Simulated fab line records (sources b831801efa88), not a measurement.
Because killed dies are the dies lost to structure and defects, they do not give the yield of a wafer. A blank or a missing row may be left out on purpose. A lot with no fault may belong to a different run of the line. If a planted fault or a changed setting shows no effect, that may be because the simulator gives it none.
The same fault as seen by 2 desks -- flow gf180mcu -- only its own numbers are on each desk; what lay behind them is given at the end

## METROLOGY DESK
What the gauges read, lot by lot, whatever tool the lot ran on: means of the sampled wafers that have a number. A lot is out of limits, marked OUT, if its mean lies more than 4 standard deviations from the usual mean; the brackets give that distance.
Columns: A = TOP_METAL_OVL at GF_TOP_METAL_OVL_MEAS_15, usual 0.4 nm; B = PASSIVATION_BOW at GF_PASSIVATION_BOW_MEAS_14, usual 141 um
lot,first seen here,A,B
L585,day 28 05:54,-0.7,128
L586,day 28 10:58,-2.1,121
L587,day 29 04:48,3.2,137
L590,day 29 17:22,0.3,149
L594,day 31 02:02,0.4,147
L599,day 32 11:06,1.1,138
L600,day 32 12:30,1.1,136
L601,day 32 19:04,-0.8,144
L603,day 33 05:36,3.9,144
L605,day 33 19:21,0.3,147
L604,day 33 19:43,0.6,149
L606,day 34 03:57,-2.0,149
L608,day 34 08:19,3.5,131
This desk's verdict: no lot among the 13 shows anything out of limits.

## TOOL OWNER'S DESK, pecvd-02
The tool's own readings at GF_CONTACT_CVD_02 (deposits SiO2 from TEOS, target thk 860 nm, time 95.992 s): means of the sampled wafers that have a number, for each lot that ran on this tool. A lot is out of limits, marked OUT, if its mean lies more than 4 standard deviations from the usual mean; the brackets give that distance.
Columns: A = heater power outer w at GF_CONTACT_CVD_02, usual 390 W; B = heater power w at GF_CONTACT_CVD_02, usual 661 W
lot,first seen here,A,B
L594,day 18 14:28,388,617
L605,day 22 13:31,383,611
L606,day 23 00:22,414,670
L608,day 23 07:49,351,588
This desk's verdict: no lot among the 4 shows anything out of limits.

## BROUGHT TOGETHER
Metrology desk: nothing out of limits seen.
The tool owner's desk saw nothing out of limits.

## WHAT THE SIMULATOR PUT IN
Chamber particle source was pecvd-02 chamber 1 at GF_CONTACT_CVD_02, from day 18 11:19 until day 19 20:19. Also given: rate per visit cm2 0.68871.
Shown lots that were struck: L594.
